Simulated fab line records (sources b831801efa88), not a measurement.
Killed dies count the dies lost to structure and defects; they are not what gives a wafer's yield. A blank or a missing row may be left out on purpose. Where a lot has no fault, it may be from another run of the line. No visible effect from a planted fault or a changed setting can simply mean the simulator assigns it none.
fab line records | flow sky130
[record] lots = 6 | wafers = 18 | last_day = 51
route steps=708 shown VT_ADJUST_HVTP@87 VT_ADJUST_LVTN@97 PAD_OPEN@708
lots that met no fault: from a run of the same line without faults
start_h: the number of hours between the record's first day and the start of the first shown wafer of the lot | wait_h: hours since the lot's step before | " as in the row above | L1.1+2: a row that stands for several wafers | - either no value or no given start | * or withheld: withheld | < > ~ a bound
route shown NAME@n: NAME is a module with steps in the file, n the number in the route of the first one | usual: average and standard deviation across the fault-free wafers | same: alike in all rows | chamber/n: place in a boat | sites: readings site by site | _std_site: the values' standard deviation | _edge_site: mean of outer sites minus mean of inner sites | radius_mm: how far each site lies from the wafer's centre | mask NAME#n: copy n | behind: the most recent tool/chamber to have shaped the wafer | hold: cause of the lot's hold/its duration in hours/its outcome | device: the n, p or np transistor that did not switch | end of line: the tests these same wafers got at the end of their route | a step without rows: its recipe alone | killed: dies lost to structure and defects at the first sort, not the wafer's yield | map: per-die view of a wafer (x killed, . not killed, _ where there is no die)
set.NAME: the setting as run; set.NAME@STEP: as run at that earlier step | model.NAME: the simulator's own value behind a step, which no gauge read
lots seen at some steps along the route; tables by step, rows by wafer
[[steps]]
[step SKY_VT_ADJUST_HVTP_COAT_02]
[recipe] resist = NOVOLAK | spin_rpm = 3000 | resist_thk_nm = 1140
[step SKY_VT_ADJUST_HVTP_SOFTBAKE_03]
[recipe] temp_c = 90 | time_s = 60 | resist = NOVOLAK
[step SKY_VT_ADJUST_HVTP_EXPOSE_04]
[recipe] mask_id = HVTPM | na = 0.6 | source_shape = conventional | sigma_outer = 0.6 | polarization = unpolarized | target_cd_nm = 380 | dose_mj = 140
[step SKY_VT_ADJUST_HVTP_PEB_05]
[recipe] temp_c = withheld | time_s = * | resist = NOVOLAK
[step SKY_VT_ADJUST_HVTP_DEVELOP_06]
[recipe] resist = NOVOLAK | developer = TMAH | develop_time_s = 60 | dev_temp_c = 23
[step SKY_VT_ADJUST_HVTP_CD_MEAS_07]
[recipe] target_cd_nm = 380
[usual] cd_nm = 379.2/2.9
lot.wafer | tool      | chamber | start_h | wait_h | cd_nm
L941.2    | cd_sem-02 | -       | 142.51  | 0.1    | 380.9
L941.3    | "         | -       | "       | "      | 380.9
L941.5    | "         | -       | "       | "      | 379.6
L944.3    | cd_sem-02 | -       | 164.48  | 0.1    | 379.2
L944.4    | "         | -       | "       | "      | 376.8
L944.5    | "         | -       | "       | "      | 379.9
L952.2    | cd_sem-01 | -       | 207.34  | 0.1    | 379.6
L952.3    | "         | -       | "       | "      | 382.0
L952.6    | "         | -       | "       | "      | 378.1
L956.4    | cd_sem-02 | -       | 239.65  | 0.1    | 381.8
L956.5    | "         | -       | "       | "      | 380.3
L956.6    | "         | -       | "       | "      | 379.3
L957.2    | cd_sem-02 | -       | 242.01  | 0.1    | 380.5
L957.3    | "         | -       | "       | "      | 381.9
L957.4    | "         | -       | "       | "      | 381.3
L958.2    | cd_sem-01 | -       | 247.50  | 0.1    | 379.0
L958.5    | "         | -       | "       | "      | 380.8
L958.6    | "         | -       | "       | "      | 380.7
[step SKY_VT_ADJUST_HVTP_OVL_MEAS_08]
[usual] VT_ADJUST_HVTP_OVL = 0.1/1.4
lot.wafer | tool       | chamber | start_h | wait_h | VT_ADJUST_HVTP_OVL[nm]
L941.2    | overlay-01 | -       | 142.62  | 0.1    | -1.9
L941.3    | "          | -       | "       | "      | 0.1
L941.5    | "          | -       | "       | "      | -0.8
L944.3    | overlay-02 | -       | 164.57  | 0.1    | 0.8
L944.4    | "          | -       | "       | "      | -2.5
L944.5    | "          | -       | "       | "      | 1.0
L952.2    | overlay-01 | -       | 207.44  | 0.1    | -0.3
L952.3    | "          | -       | "       | "      | 1.5
L952.6    | "          | -       | "       | "      | -1.0
L956.4    | overlay-01 | -       | 239.73  | 0.1    | 0.4
L956.5    | "          | -       | "       | "      | -0.4
L956.6    | "          | -       | "       | "      | 0.3
L957.2    | overlay-02 | -       | 242.12  | 0.1    | -1.8
L957.3    | "          | -       | "       | "      | 1.2
L957.4    | "          | -       | "       | "      | -0.3
L958.2    | overlay-01 | -       | 247.60  | 0.1    | 1.8
L958.5    | "          | -       | "       | "      | 0.5
L958.6    | "          | -       | "       | "      | 2.6
[step SKY_VT_ADJUST_HVTP_IMPLANT_09]
[recipe] species = As | energy_kev = 150 | dose_cm2 = 4.3e+12 | tilt_deg = withheld
[step SKY_VT_ADJUST_HVTP_STRIP_10]
[recipe] chemistry = O2/N2 | power_w = 1400 | pressure_mtorr = 1500 | platen_temp_c = withheld | o2_flow_sccm = 3000 | n2_flow_sccm = 300 | overash_fraction = 0.5
[usual] drypump_motor_current_A = 5.8/0.43 | oes_product_au = 0.716/0.0045 | strip_time_to_endpoint_s = 14.19/0.042
lot.wafer | tool            | chamber | start_h | wait_h | drypump_motor_current_A | oes_product_au | rf_hours_counter_h | strip_time_to_endpoint_s
L941.2    | plasma_asher-01 | 1       | 142.80  | 0.1    | 6.5                     | 0.718          | 2                  | 14.14
L941.3    | "               | 0       | "       | "      | 6.4                     | 0.716          | -                  | 14.20
L941.5    | "               | 1       | "       | "      | 6.5                     | 0.713          | -                  | 14.16
L944.3    | plasma_asher-04 | 1       | 164.78  | 0.1    | 5.6                     | 0.714          | -                  | 14.20
L944.4    | "               | 0       | "       | "      | 5.5                     | 0.715          | -                  | 14.19
L944.5    | "               | 0       | "       | "      | 5.5                     | 0.712          | -                  | 14.14
L952.2    | plasma_asher-04 | 1       | 207.62  | 0.1    | 5.6                     | 0.712          | 52                 | 14.18
L952.3    | "               | 0       | "       | "      | 5.6                     | 0.721          | -                  | 14.13
L952.6    | "               | 0       | "       | "      | 5.5                     | 0.723          | -                  | 14.21
L956.4    | plasma_asher-04 | 0       | 239.93  | 0.1    | 5.5                     | 0.711          | -                  | 14.22
L956.5    | "               | 0       | "       | "      | 5.5                     | 0.721          | -                  | 14.21
L956.6    | "               | 1       | "       | "      | 5.7                     | 0.711          | -                  | 14.27
L957.2    | plasma_asher-04 | 0       | 242.30  | 0.1    | 5.6                     | 0.708          | 55                 | 14.11
L957.3    | "               | 1       | "       | "      | 5.6                     | 0.718          | -                  | 14.09
L957.4    | "               | 0       | "       | "      | 5.5                     | 0.715          | -                  | 14.11
L958.2    | plasma_asher-02 | 0       | 247.78  | 0.1    | 5.4                     | 0.708          | 54                 | 14.18
L958.5    | "               | 1       | "       | "      | 5.4                     | 0.717          | -                  | 14.17
L958.6    | "               | 0       | "       | "      | 5.4                     | 0.713          | -                  | 14.18
[step SKY_VT_ADJUST_HVTP_TW_MEAS_11]
[usual] VT_ADJUST_HVTP_TW = 1367/6
lot.wafer | tool          | chamber | start_h | wait_h | VT_ADJUST_HVTP_TW
L941.2    | film_metro-04 | -       | 142.91  | 0.1    | 1360
L941.3    | "             | -       | "       | "      | 1368
L941.5    | "             | -       | "       | "      | 1375
L944.3    | film_metro-02 | -       | 164.87  | 0.1    | 1360
L944.4    | "             | -       | "       | "      | 1370
L944.5    | "             | -       | "       | "      | 1369
L952.2    | film_metro-02 | -       | 207.73  | 0.1    | 1379
L952.3    | "             | -       | "       | "      | 1372
L952.6    | "             | -       | "       | "      | 1365
L956.4    | film_metro-03 | -       | 240.03  | 0.1    | 1358
L956.5    | "             | -       | "       | "      | 1361
L956.6    | "             | -       | "       | "      | 1366
L957.2    | film_metro-03 | -       | 242.41  | 0.1    | 1355
L957.3    | "             | -       | "       | "      | 1362
L957.4    | "             | -       | "       | "      | 1364
L958.2    | film_metro-03 | -       | 247.89  | 0.1    | 1363
L958.5    | "             | -       | "       | "      | 1361
L958.6    | "             | -       | "       | "      | 1355
[step SKY_VT_ADJUST_LVTN_DEHYDRATE_00]
[recipe] temp_c = 200 | time_s = 60
[step SKY_VT_ADJUST_LVTN_HMDS_01]
[recipe] prime_time_s = 60 | prime_temp_c = 120
[step SKY_VT_ADJUST_LVTN_COAT_02]
[recipe] spin_rpm = 2000 | resist_thk_nm = 3000
[usual] chill_plate_temp_C = 23.01/0.11 | spin_speed_rpm = 2000.3/1.1
lot.wafer | tool           | chamber | start_h | wait_h | chill_plate_temp_C | spin_speed_rpm | model.coat_of_VT_ADJUST_LVTN_COAT_02.thk_nm
L941.2    | litho_track-03 | 0       | 152.90  | 0.1    | 22.94              | 2001.8         | 3005
L941.3    | "              | 0       | "       | "      | 22.83              | 2001.5         | 3006
L941.5    | "              | 0       | "       | "      | 22.98              | 2001.6         | 3009
L944.3    | litho_track-04 | 0       | 175.07  | 0.1    | 22.92              | 2001.5         | 3013
L944.4    | "              | 0       | "       | "      | 23.16              | 1999.7         | 3014
L944.5    | "              | 0       | "       | "      | 22.96              | 2000.1         | 3008
L952.2    | litho_track-02 | 0       | 218.32  | 0.1    | 23.02              | 2088.9         | 2939
L952.3    | "              | 0       | "       | "      | 23.03              | 2088.0         | 2938
L952.6    | "              | 0       | "       | "      | 22.99              | 2088.6         | 2936
L956.4    | litho_track-04 | 0       | 251.69  | 0.1    | 22.96              | 1999.7         | 2995
L956.5    | "              | 0       | "       | "      | 23.05              | 2001.5         | 2992
L956.6    | "              | 0       | "       | "      | 22.93              | 2000.1         | 2989
L957.2    | litho_track-02 | 0       | 254.82  | 0.1    | 22.89              | 2088.9         | 2930
L957.3    | "              | 0       | "       | "      | 22.97              | 2090.7         | 2930
L957.4    | "              | 0       | "       | "      | 23.04              | 2089.1         | 2929
L958.2    | litho_track-04 | 0       | 259.99  | 0.1    | 22.82              | 1998.5         | 3001
L958.5    | "              | 0       | "       | "      | 23.09              | 1999.4         | 2999
L958.6    | "              | 0       | "       | "      | 22.76              | 2000.8         | 3005
[step SKY_VT_ADJUST_LVTN_SOFTBAKE_03]
[recipe] temp_c = 110 | time_s = withheld
[step SKY_VT_ADJUST_LVTN_EXPOSE_04]
[recipe] mask_id = NWM_COMPLEMENT_LESS_NATIVE | na = 0.6 | source_shape = conventional | sigma_outer = 0.6 | polarization = unpolarized | target_cd_nm = 840 | dose_mj = 194
[step SKY_VT_ADJUST_LVTN_PEB_05]
[recipe] temp_c = 115 | time_s = withheld
[step SKY_VT_ADJUST_LVTN_DEVELOP_06]
[recipe] wall_angle_deg = 90 | developer = TMAH | develop_time_s = 60 | dev_temp_c = 23
[usual] chill_plate_temp_C = 22.97/0.1
lot.wafer | tool           | chamber | start_h | wait_h | chill_plate_temp_C | model.coat_of_VT_ADJUST_LVTN_COAT_02.thk_nm
L941.2    | litho_track-04 | 0       | -       | -      | 22.92              | 3001
L941.3    | "              | 0       | "       | "      | 23.06              | 3002
L941.5    | "              | 0       | "       | "      | 22.95              | 3004
L944.3    | litho_track-03 | 0       | -       | -      | 22.93              | 3009
L944.4    | "              | 0       | "       | "      | 23.03              | 3010
L944.5    | "              | 0       | "       | "      | 22.95              | 3004
L952.2    | litho_track-02 | 0       | -       | -      | 22.94              | 2935
L952.3    | "              | 0       | "       | "      | 22.93              | 2934
L952.6    | "              | 0       | "       | "      | 22.99              | 2932
L956.4    | litho_track-02 | 0       | -       | -      | 22.88              | 2991
L956.5    | "              | 0       | "       | "      | 22.90              | 2987
L956.6    | "              | 0       | "       | "      | 22.88              | 2985
L957.2    | litho_track-02 | 0       | -       | -      | 22.87              | 2926
L957.3    | "              | 0       | "       | "      | 22.95              | 2925
L957.4    | "              | 0       | "       | "      | 23.02              | 2925
L958.2    | litho_track-02 | 0       | -       | -      | 23.15              | 2997
L958.5    | "              | 0       | "       | "      | 22.98              | 2995
L958.6    | "              | 0       | "       | "      | 23.15              | 3001
[step SKY_VT_ADJUST_LVTN_OVL_MEAS_07]
[usual] VT_ADJUST_LVTN_OVL = 0.2/1.2
lot.wafer | tool       | chamber | start_h | wait_h | VT_ADJUST_LVTN_OVL[nm]
L941.2    | overlay-02 | -       | 163.42  | -      | -0.1
L941.3    | "          | -       | "       | "      | 1.0
L941.5    | "          | -       | "       | "      | -1.6
L944.3    | overlay-02 | -       | 186.04  | -      | 0.5
L944.4    | "          | -       | "       | "      | 0.2
L944.5    | "          | -       | "       | "      | -0.5
L952.2    | overlay-02 | -       | 230.75  | -      | 2.1
L952.3    | "          | -       | "       | "      | 2.0
L952.6    | "          | -       | "       | "      | 1.6
L956.4    | overlay-01 | -       | 263.92  | -      | 0.3
L956.5    | "          | -       | "       | "      | -0.2
L956.6    | "          | -       | "       | "      | 0.1
L957.2    | overlay-02 | -       | 267.10  | -      | 0.0
L957.3    | "          | -       | "       | "      | -1.2
L957.4    | "          | -       | "       | "      | -0.4
L958.2    | overlay-01 | -       | 273.00  | -      | 1.5
L958.5    | "          | -       | "       | "      | 1.7
L958.6    | "          | -       | "       | "      | 3.3
[step SKY_VT_ADJUST_LVTN_IMPLANT_08]
[recipe] species = B | energy_kev = 30 | dose_cm2 = 1.57e+12 | tilt_deg = withheld
[step SKY_VT_ADJUST_LVTN_STRIP_09]
[recipe] chemistry = O2/N2 | power_w = 1400 | pressure_mtorr = 1500 | platen_temp_c = withheld | o2_flow_sccm = 3000 | n2_flow_sccm = 300 | overash_fraction = 0.5
[usual] drypump_motor_current_A = 5.9/0.45 | oes_product_au = 0.722/0.0041 | strip_time_to_endpoint_s = 36.93/0.1
lot.wafer | tool            | chamber | start_h | wait_h | drypump_motor_current_A | oes_product_au | rf_hours_counter_h | strip_time_to_endpoint_s
L941.2    | plasma_asher-04 | 0       | 163.60  | 0.1    | 5.5                     | 0.726          | 47                 | 36.95
L941.3    | "               | 1       | "       | "      | 5.6                     | 0.723          | -                  | 36.98
L941.5    | "               | 0       | "       | "      | 5.5                     | 0.725          | -                  | 37.00
L944.3    | plasma_asher-04 | 0       | 186.24  | 0.1    | 5.5                     | 0.722          | -                  | 37.07
L944.4    | "               | 1       | "       | "      | 5.6                     | 0.727          | -                  | 37.09
L944.5    | "               | 1       | "       | "      | 5.6                     | 0.728          | -                  | 37.01
L952.2    | plasma_asher-04 | 1       | 230.93  | 0.1    | 5.6                     | 0.728          | 54                 | 36.25
L952.3    | "               | 1       | "       | "      | 5.6                     | 0.718          | -                  | 36.21
L952.6    | "               | 1       | "       | "      | 5.6                     | 0.720          | -                  | 36.19
L956.4    | plasma_asher-04 | 0       | 264.12  | 0.1    | 5.5                     | 0.724          | -                  | 36.86
L956.5    | "               | 1       | "       | "      | 5.7                     | 0.725          | -                  | 36.83
L956.6    | "               | 0       | "       | "      | 5.5                     | 0.720          | -                  | 36.78
L957.2    | plasma_asher-01 | 1       | 267.28  | 0.1    | 6.5                     | 0.716          | 15                 | 36.12
L957.3    | "               | 1       | "       | "      | 6.5                     | 0.719          | -                  | 36.12
L957.4    | "               | 0       | "       | "      | 6.4                     | 0.724          | -                  | 36.12
L958.2    | plasma_asher-01 | 0       | 273.18  | 0.1    | 6.4                     | 0.715          | 15                 | 36.93
L958.5    | "               | 1       | "       | "      | 6.5                     | 0.728          | -                  | 36.89
L958.6    | "               | 0       | "       | "      | 6.4                     | 0.715          | -                  | 36.96
[step SKY_VT_ADJUST_LVTN_TW_MEAS_10]
[usual] VT_ADJUST_LVTN_TW = 241/3.1
lot.wafer | tool          | chamber | start_h | wait_h | VT_ADJUST_LVTN_TW
L941.2    | film_metro-01 | -       | 163.71  | 0.1    | 237
L941.3    | "             | -       | "       | "      | 236
L941.5    | "             | -       | "       | "      | 236
L944.3    | film_metro-01 | -       | 186.33  | 0.1    | 238
L944.4    | "             | -       | "       | "      | 237
L944.5    | "             | -       | "       | "      | 237
L952.2    | film_metro-01 | -       | 231.04  | 0.1    | 236
L952.3    | "             | -       | "       | "      | 238
L952.6    | "             | -       | "       | "      | 237
L956.4    | film_metro-02 | -       | 264.21  | 0.1    | 244
L956.5    | "             | -       | "       | "      | 243
L956.6    | "             | -       | "       | "      | 244
L957.2    | film_metro-01 | -       | 267.39  | 0.1    | 239
L957.3    | "             | -       | "       | "      | 238
L957.4    | "             | -       | "       | "      | 239
L958.2    | film_metro-04 | -       | 273.29  | 0.1    | 242
L958.5    | "             | -       | "       | "      | 244
L958.6    | "             | -       | "       | "      | 244
[step SKY_PAD_OPEN_PROBE_99]
[usual] killed_at_M0_to_M3 = 43/6.6 | killed_at_M4_up = 3.1/1.9 | killed_at_contacts = 24/5.2 | killed_at_front_end = 16/4.5 | killed_at_other = 0.4/0.62 | killed_dies = 87/9 | killed_open = 48/7 | killed_short = 39/6.2
[same] gross_dies = 492 | killed_at_back_side = 0
lot.wafer | tool      | chamber | start_h | wait_h | killed_at_M0_to_M3 | killed_at_M4_up | killed_at_contacts | killed_at_front_end | killed_at_other | killed_dies | killed_open | killed_short
L944.3    | prober-01 | -       | 1129.44 | 0.2    | 49                 | 3               | 32                 | 14                  | 0               | 98          | 58          | 40
L944.4    | prober-01 | -       | 1129.49 | 0.2    | 42                 | 1               | 36                 | 10                  | 0               | 89          | 51          | 38
L944.5    | prober-01 | -       | 1129.54 | 0.2    | 47                 | 2               | 22                 | 21                  | 1               | 93          | 50          | 43
L956.4    | prober-02 | -       | 1198.21 | 0.2    | 34                 | 1               | 30                 | 17                  | 0               | 82          | 44          | 38
L956.5    | prober-02 | -       | 1198.26 | 0.2    | 37                 | 1               | 21                 | 18                  | 0               | 77          | 45          | 32
L956.6    | prober-02 | -       | 1198.31 | 0.2    | 35                 | 3               | 33                 | 10                  | 1               | 82          | 42          | 40
// killed by level:class
L944.3 CONTACT:geometric_particle:open=14 VIA1:geometric_particle:open=9 LI_CONTACT:geometric_particle:open=8 VIA2:geometric_particle:open=8 VIA1:geometric_particle:short=7 FIELD_ISO:geometric_particle:short=5 VIA3:geometric_particle:open=5 LOCAL_INTERCONNECT:geometric_particle:short=5
L944.4 LI_CONTACT:geometric_particle:open=12 CONTACT:geometric_particle:open=8 VIA1:geometric_particle:open=8 LOCAL_INTERCONNECT:geometric_particle:open=6 CONTACT:geometric_particle:short=6 VIA2:geometric_particle:short=6 METAL1:geometric_particle:short=5 VIA1:geometric_particle:short=5
L944.5 VIA1:geometric_particle:open=11 VIA2:geometric_particle:open=10 LI_CONTACT:geometric_particle:open=7 CONTACT:geometric_particle:open=6 VIA1:geometric_particle:short=6 FIELD_ISO:geometric_particle:short=5 POLY_GATE:geometric_particle:open=4 CONTACT:geometric_particle:short=4
L956.4 CONTACT:geometric_particle:open=14 VIA1:geometric_particle:open=7 LI_CONTACT:geometric_particle:open=6 METAL1:geometric_particle:short=6 VIA1:geometric_particle:short=6 FIELD_ISO:geometric_particle:short=5 VIA2:geometric_particle:open=5 CONTACT:geometric_particle:short=5
L956.5 VIA1:geometric_particle:open=12 LI_CONTACT:geometric_particle:open=8 VIA3:geometric_particle:open=5 POLY_GATE:geometric_particle:short=4 POLY_GATE:geometric_particle:open=4 SPACER:geometric_particle:open=4 LI_CONTACT:geometric_particle:short=4 CONTACT:geometric_particle:open=4
L956.6 LI_CONTACT:geometric_particle:open=10 CONTACT:geometric_particle:open=9 VIA2:geometric_particle:open=6 VIA1:geometric_particle:short=6 LOCAL_INTERCONNECT:geometric_particle:short=5 CONTACT:geometric_particle:short=5 VIA2:geometric_particle:short=5 VIA3:geometric_particle:short=5
[[key]]
[first_sign] step = SKY_VT_ADJUST_LVTN_COAT_02 | reading = spin_speed_rpm | direction = up | sigmas = 79 | usual = 2000.3 | struck = 2089.0
[effect] step = SKY_VT_ADJUST_LVTN_STRIP_09 | reading = strip_time_to_endpoint_s | direction = down | sigmas = 7.5 | usual = * | struck = *
[model_effect] step = SKY_VT_ADJUST_LVTN_COAT_02 | value = coat_of_VT_ADJUST_LVTN_COAT_02.thk_nm | without = 2998 | struck = 2934
[model_effect] step = SKY_VT_ADJUST_LVTN_DEVELOP_06 | value = coat_of_VT_ADJUST_LVTN_COAT_02.thk_nm | without = 2994 | struck = 2929
met_at SKY_VT_ADJUST_LVTN_COAT_02
struck_wafers L952.2,L952.3,L952.6,L957.2,L957.3,L957.4
tester_left_out L952,L957
[fault] kind = process_parameter_drift | tool = litho_track-02 | chamber = - | onset_h = 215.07 | steps = SKY_VT_ADJUST_LVTN_COAT_02 | channel = spin_rpm | offset = 88.597 | shape = step | end_h = 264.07 | acts_in = these_recipes_only | stated = 2000
// tester_left_out: of these lots the tester's yield and bins aren't shown, on N5 and GAA mostly nor the transistor test; their killed dies are dies lost to structure and defects alone, not to doping, threshold or leakage, so they don't give the yield
